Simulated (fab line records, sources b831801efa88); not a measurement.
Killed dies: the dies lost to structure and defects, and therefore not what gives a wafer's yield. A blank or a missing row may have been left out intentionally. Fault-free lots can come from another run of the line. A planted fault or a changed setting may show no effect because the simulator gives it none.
fab line records / flow sfqLine
[record] lots = 14 wafers = 42 lastDay = 91
route steps=325 shown A5B@209
lots that met no fault: taken from a fault-free run of the same line
startH: hours from the record's opening day to when the first of the lot's shown wafers began / waitH: hours elapsed since this lot's preceding step / " the same as in the row above / L1.1+2: a row that stands for several wafers / - value missing, or start not given / * or withheld: withheld / < > ~ a bound
route shown NAME@n: NAME is a module with steps in the file, n the number in the route of the first one / usual: mean/standard deviation taken from wafers without a fault / same: alike in all rows / chamber/n: place in a boat / sites: the reading at each site / _std_site: the values' standard deviation / _edge_site: inner sites' mean taken away from outer sites' mean / radiusMm: for every site, how far away it sits from the centre of the wafer / mask NAME#n: copy n / behind: the last tool/chamber to shape the wafer / hold: why the lot was held/for how many hours/how that ended / device: transistor that didn't switch, given as n, p or np / end of line: tests of these same wafers at the route's end / a step with no rows: only its recipe / killed: count of dies lost to structure and defects at first sort (not the wafer's yield) / map: a wafer's dies, marking killed ones x, the rest . and places with no die _
set.NAME: the run value of the setting; set.NAME@STEP: its run value at that earlier step / model.NAME: the simulator's own value behind a step, which no gauge read
one table for each step of the route and one row for each wafer, over a sample of lots
services: when a tool's chamber went out of use (startH, in hours from the record's first day, below 0 if earlier), for how many hours, and the reason
[[steps]]
[step SFQ_TRILAYER_A5B_DEP_PECVD_129]
[recipe] material = SiO2 tempC = 150 timeS = 133.33 pressureTorr = 2.4 rfW = 183.3 precursor = SiH4/N2O targetThkNm = 600
[usual] chamberPressureTorr = 2.400/0.0051 heaterPowerOuterW = 33/6.4 heaterPowerW = 87/12 throttleValvePct = 24.1/2
lot.wafer=L291.1 tool=pecvd-04 chamber=2 startH=1317.74 waitH=0.0 chamberPressureTorr=2.395 heaterPowerOuterW=34 heaterPowerW=97 throttleValvePct=24.2
lot.wafer=L291.2 tool=pecvd-04 chamber=0 startH=1317.74 waitH=0.0 chamberPressureTorr=2.408 heaterPowerOuterW=25 heaterPowerW=79 throttleValvePct=28.4
lot.wafer=L291.6 tool=pecvd-04 chamber=2 startH=1317.74 waitH=0.0 chamberPressureTorr=2.405 heaterPowerOuterW=36 heaterPowerW=99 throttleValvePct=24.7
lot.wafer=L294.2 tool=pecvd-04 chamber=2 startH=1357.46 waitH=0.0 chamberPressureTorr=2.400 heaterPowerOuterW=35 heaterPowerW=98 throttleValvePct=24.4
lot.wafer=L294.5 tool=pecvd-04 chamber=1 startH=1357.46 waitH=0.0 chamberPressureTorr=2.398 heaterPowerOuterW=33 heaterPowerW=83 throttleValvePct=23.9
lot.wafer=L294.6 tool=pecvd-04 chamber=2 startH=1357.46 waitH=0.0 chamberPressureTorr=2.407 heaterPowerOuterW=37 heaterPowerW=99 throttleValvePct=24.3
lot.wafer=L295.1 tool=pecvd-01 chamber=2 startH=1361.05 waitH=0.0 chamberPressureTorr=2.400 heaterPowerOuterW=41 heaterPowerW=120 throttleValvePct=23.3
lot.wafer=L295.4 tool=pecvd-01 chamber=1 startH=1361.05 waitH=0.0 chamberPressureTorr=2.402 heaterPowerOuterW=19 heaterPowerW=64 throttleValvePct=23.4
lot.wafer=L295.6 tool=pecvd-01 chamber=0 startH=1361.05 waitH=0.0 chamberPressureTorr=2.397 heaterPowerOuterW=45 heaterPowerW=96 throttleValvePct=24.9
lot.wafer=L297.2 tool=pecvd-04 chamber=2 startH=1381.45 waitH=0.0 chamberPressureTorr=2.400 heaterPowerOuterW=34 heaterPowerW=97 throttleValvePct=24.6
lot.wafer=L297.3 tool=pecvd-04 chamber=1 startH=1381.45 waitH=0.0 chamberPressureTorr=2.403 heaterPowerOuterW=30 heaterPowerW=79 throttleValvePct=24.2
lot.wafer=L297.5 tool=pecvd-04 chamber=2 startH=1381.45 waitH=0.0 chamberPressureTorr=2.407 heaterPowerOuterW=37 heaterPowerW=96 throttleValvePct=24.5
lot.wafer=L299.1 tool=pecvd-02 chamber=0 startH=1398.26 waitH=0.0 chamberPressureTorr=2.392 heaterPowerOuterW=30 heaterPowerW=84 throttleValvePct=22.4
lot.wafer=L299.2 tool=pecvd-02 chamber=2 startH=1398.26 waitH=0.0 chamberPressureTorr=2.402 heaterPowerOuterW=40 heaterPowerW=91 throttleValvePct=22.8
lot.wafer=L299.3 tool=pecvd-02 chamber=1 startH=1398.26 waitH=0.0 chamberPressureTorr=2.399 heaterPowerOuterW=24 heaterPowerW=71 throttleValvePct=21.0
lot.wafer=L303.1 tool=pecvd-04 chamber=1 startH=1428.41 waitH=0.0 chamberPressureTorr=- heaterPowerOuterW=- heaterPowerW=- throttleValvePct=-
lot.wafer=L303.2 tool=pecvd-04 chamber=0 startH=1428.41 waitH=0.0 chamberPressureTorr=- heaterPowerOuterW=- heaterPowerW=- throttleValvePct=-
lot.wafer=L303.5 tool=pecvd-04 chamber=1 startH=1428.41 waitH=0.0 chamberPressureTorr=- heaterPowerOuterW=- heaterPowerW=- throttleValvePct=-
lot.wafer=L302.1 tool=pecvd-01 chamber=0 startH=1430.84 waitH=0.0 chamberPressureTorr=- heaterPowerOuterW=- heaterPowerW=- throttleValvePct=-
lot.wafer=L302.3 tool=pecvd-01 chamber=1 startH=1430.84 waitH=0.0 chamberPressureTorr=- heaterPowerOuterW=- heaterPowerW=- throttleValvePct=-
lot.wafer=L302.6 tool=pecvd-01 chamber=0 startH=1430.84 waitH=0.0 chamberPressureTorr=- heaterPowerOuterW=- heaterPowerW=- throttleValvePct=-
lot.wafer=L304.3 tool=pecvd-02 chamber=2 startH=1434.42 waitH=0.0 chamberPressureTorr=2.411 heaterPowerOuterW=39 heaterPowerW=90 throttleValvePct=22.6
lot.wafer=L304.5 tool=pecvd-02 chamber=1 startH=1434.42 waitH=0.0 chamberPressureTorr=2.400 heaterPowerOuterW=21 heaterPowerW=67 throttleValvePct=21.1
lot.wafer=L304.6 tool=pecvd-02 chamber=2 startH=1434.42 waitH=0.0 chamberPressureTorr=2.409 heaterPowerOuterW=40 heaterPowerW=93 throttleValvePct=22.4
lot.wafer=L306.1 tool=pecvd-02 chamber=1 startH=1456.74 waitH=0.0 chamberPressureTorr=2.386 heaterPowerOuterW=28 heaterPowerW=78 throttleValvePct=21.4
lot.wafer=L306.3 tool=pecvd-02 chamber=0 startH=1456.74 waitH=0.0 chamberPressureTorr=2.400 heaterPowerOuterW=33 heaterPowerW=84 throttleValvePct=22.7
lot.wafer=L306.4 tool=pecvd-02 chamber=2 startH=1456.74 waitH=0.0 chamberPressureTorr=2.401 heaterPowerOuterW=43 heaterPowerW=94 throttleValvePct=22.7
lot.wafer=L308.1 tool=pecvd-01 chamber=2 startH=1463.10 waitH=0.0 chamberPressureTorr=2.396 heaterPowerOuterW=36 heaterPowerW=109 throttleValvePct=23.8
lot.wafer=L308.3 tool=pecvd-01 chamber=0 startH=1463.10 waitH=0.0 chamberPressureTorr=2.399 heaterPowerOuterW=41 heaterPowerW=91 throttleValvePct=25.1
lot.wafer=L308.6 tool=pecvd-01 chamber=2 startH=1463.10 waitH=0.0 chamberPressureTorr=2.399 heaterPowerOuterW=39 heaterPowerW=110 throttleValvePct=24.0
lot.wafer=L311.2 tool=pecvd-04 chamber=2 startH=1633.84 waitH=0.0 chamberPressureTorr=2.410 heaterPowerOuterW=35 heaterPowerW=92 throttleValvePct=24.4
lot.wafer=L311.3 tool=pecvd-04 chamber=0 startH=1633.84 waitH=0.0 chamberPressureTorr=2.392 heaterPowerOuterW=26 heaterPowerW=79 throttleValvePct=28.7
lot.wafer=L311.5 tool=pecvd-04 chamber=2 startH=1633.84 waitH=0.0 chamberPressureTorr=2.404 heaterPowerOuterW=35 heaterPowerW=98 throttleValvePct=24.2
lot.wafer=L312.2 tool=pecvd-04 chamber=0 startH=1641.04 waitH=0.0 chamberPressureTorr=2.399 heaterPowerOuterW=31 heaterPowerW=85 throttleValvePct=28.7
lot.wafer=L312.3 tool=pecvd-04 chamber=1 startH=1641.04 waitH=0.0 chamberPressureTorr=2.394 heaterPowerOuterW=27 heaterPowerW=77 throttleValvePct=23.9
lot.wafer=L312.6 tool=pecvd-04 chamber=1 startH=1641.04 waitH=0.0 chamberPressureTorr=2.401 heaterPowerOuterW=30 heaterPowerW=82 throttleValvePct=24.2
lot.wafer=L313.1 tool=pecvd-01 chamber=0 startH=1651.85 waitH=0.0 chamberPressureTorr=2.402 heaterPowerOuterW=44 heaterPowerW=94 throttleValvePct=25.2
lot.wafer=L313.2 tool=pecvd-01 chamber=2 startH=1651.85 waitH=0.0 chamberPressureTorr=2.402 heaterPowerOuterW=33 heaterPowerW=106 throttleValvePct=24.3
lot.wafer=L313.6 tool=pecvd-01 chamber=1 startH=1651.85 waitH=0.0 chamberPressureTorr=2.401 heaterPowerOuterW=29 heaterPowerW=76 throttleValvePct=24.2
lot.wafer=L314.1 tool=pecvd-01 chamber=1 startH=1668.92 waitH=0.0 chamberPressureTorr=2.385 heaterPowerOuterW=22 heaterPowerW=68 throttleValvePct=24.3
lot.wafer=L314.2 tool=pecvd-01 chamber=0 startH=1668.92 waitH=0.0 chamberPressureTorr=2.392 heaterPowerOuterW=44 heaterPowerW=95 throttleValvePct=25.5
lot.wafer=L314.4 tool=pecvd-01 chamber=0 startH=1668.92 waitH=0.0 chamberPressureTorr=2.398 heaterPowerOuterW=46 heaterPowerW=96 throttleValvePct=25.2
[step SFQ_TRILAYER_A5B_METRO_MEASURE_131]
lot.wafer=L291.1+2+6 tool=filmMetro-03 chamber=- startH=1320.83 waitH=1.0
lot.wafer=L294.2+5+6 tool=filmMetro-02 chamber=- startH=1360.75 waitH=1.7
lot.wafer=L295.1+4+6 tool=filmMetro-04 chamber=- startH=1364.14 waitH=2.5
lot.wafer=L297.2+3+5 tool=filmMetro-02 chamber=- startH=1384.74 waitH=2.2
lot.wafer=L299.1+2+3 tool=filmMetro-03 chamber=- startH=1401.35 waitH=2.5
lot.wafer=L303.1+2+5 tool=filmMetro-04 chamber=- startH=1431.54 waitH=2.5
lot.wafer=L302.1+3+6 tool=filmMetro-02 chamber=- startH=1433.93 waitH=1.5
lot.wafer=L304.3+5+6 tool=filmMetro-02 chamber=- startH=1440.69 waitH=2.4
lot.wafer=L306.1+3+4 tool=filmMetro-02 chamber=- startH=1459.83 waitH=1.5
lot.wafer=L308.1+3+6 tool=filmMetro-02 chamber=- startH=1466.19 waitH=1.0
lot.wafer=L311.2+3+5 tool=filmMetro-04 chamber=- startH=1637.13 waitH=1.2
lot.wafer=L312.2+3+6 tool=filmMetro-03 chamber=- startH=1644.78 waitH=1.7
lot.wafer=L313.1+2+6 tool=filmMetro-02 chamber=- startH=1654.94 waitH=2.5
lot.wafer=L314.1+2+4 tool=filmMetro-04 chamber=- startH=1672.01 waitH=1.5
[[services]]
tool=pecvd-01 chamber=- startH=1294.25 hours=1.5 kind=repair
tool=filmMetro-02 chamber=- startH=1349.82 hours=1.4 kind=pm
tool=filmMetro-02 chamber=- startH=1357.18 hours=0.5 kind=pm
tool=filmMetro-04 chamber=- startH=1375.93 hours=1.6 kind=pm
tool=pecvd-01 chamber=- startH=1383.89 hours=0.8 kind=repair
tool=filmMetro-02 chamber=- startH=1396.37 hours=1.0 kind=pm
tool=pecvd-04 chamber=1 startH=1397.98 hours=9.0 kind=repair
tool=filmMetro-04 chamber=- startH=1404.60 hours=0.6 kind=pm
tool=pecvd-04 chamber=2 startH=1427.33 hours=16.7 kind=repair
tool=filmMetro-04 chamber=- startH=1432.74 hours=0.8 kind=pm
tool=pecvd-04 chamber=- startH=1440.88 hours=2.8 kind=pm
tool=pecvd-01 chamber=- startH=1473.19 hours=2.8 kind=pm
tool=filmMetro-04 chamber=- startH=1486.76 hours=0.7 kind=pm
tool=filmMetro-04 chamber=- startH=1502.37 hours=4.6 kind=repair
tool=pecvd-04 chamber=2 startH=1505.21 hours=4.4 kind=repair
tool=filmMetro-02 chamber=- startH=1527.97 hours=0.3 kind=pm
tool=filmMetro-02 chamber=- startH=1536.79 hours=0.6 kind=pm
tool=pecvd-01 chamber=- startH=1601.32 hours=2.3 kind=repair
tool=filmMetro-02 chamber=- startH=1603.27 hours=0.5 kind=pm
tool=filmMetro-04 chamber=- startH=1620.93 hours=0.9 kind=pm
tool=filmMetro-02 chamber=- startH=1641.37 hours=0.2 kind=pm
tool=filmMetro-02 chamber=- startH=1644.11 hours=6.2 kind=repair
tool=filmMetro-02 chamber=- startH=1672.10 hours=3.4 kind=repair
tool=pecvd-01 chamber=- startH=1672.26 hours=6.0 kind=pm
[[key]]
[firstSign] step = SFQ_TRILAYER_A5B_DEP_PECVD_129 reading = toolRecord direction = missing
effect none on later readings
metAt SFQ_TRILAYER_A5B_DEP_PECVD_129
struckLots L302,L303
onsetBetween 1381.45 1428.41
[fault] kind = skippedStepWhole tool = pecvd-01,pecvd-04 chamber = - onsetH = 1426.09 steps = SFQ_TRILAYER_A5B_DEP_PECVD_129 scope = struckLotsOnly
